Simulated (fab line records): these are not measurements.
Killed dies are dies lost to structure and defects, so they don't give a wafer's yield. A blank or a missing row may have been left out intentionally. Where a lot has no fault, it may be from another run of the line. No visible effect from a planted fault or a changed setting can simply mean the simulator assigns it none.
Matching of chambers | flow sky130 | 3 sister chambers for SKY_PASSIVATION_CVD_00 on pecvd-04
The step deposits SiO2, target thk 90 nm. 3 wafers are shown with their chamber, then 7 later ones without.

## WAFERS, EACH WITH ITS CHAMBER
wafer  | chamber | heater power w (W)
L631.1 | 0       | 536
L632.1 | 1       | 744
L632.4 | 2       | 746

## WAFERS WHOSE CHAMBER IS MISSING
wafer  | heater power w (W)
L632.6 | 587
L633.1 | 557
L633.2 | 639
L633.5 | 563
L636.2 | 599
L636.4 | 701
L636.6 | 631

## WHICH CHAMBER EACH ONE RAN IN
wafer  | from the rows above          | in truth
L632.6 | can't be placed: 0 or 1 or 2 | 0
L633.1 | 0                            | 0
L633.2 | can't be placed: 0 or 1 or 2 | 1
L633.5 | 0                            | 0
L636.2 | can't be placed: 0 or 1 or 2 | 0
L636.4 | can't be placed: 1 or 2 or 0 | 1
L636.6 | can't be placed: 0 or 1 or 2 | 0
Correctly placed: 2 of 7. These rows do not allow placing 5 (true chamber among the candidates in 5). 0 placed wrongly.
How it was worked out, from the rows above alone: a wafer's distance from a chamber is the root of the sum, over the readings, of the square of ((its reading less the chamber's mean) divided by the reading's scatter). The wafer belongs to the nearest chamber; if the next one is less than 2 further off, it can't be placed. The mean given for a chamber averages the wafers shown for that chamber. The scatter (one wafer shown for each chamber): square how far every hidden wafer sits from the nearest shown wafer, average those squares and take the square root.
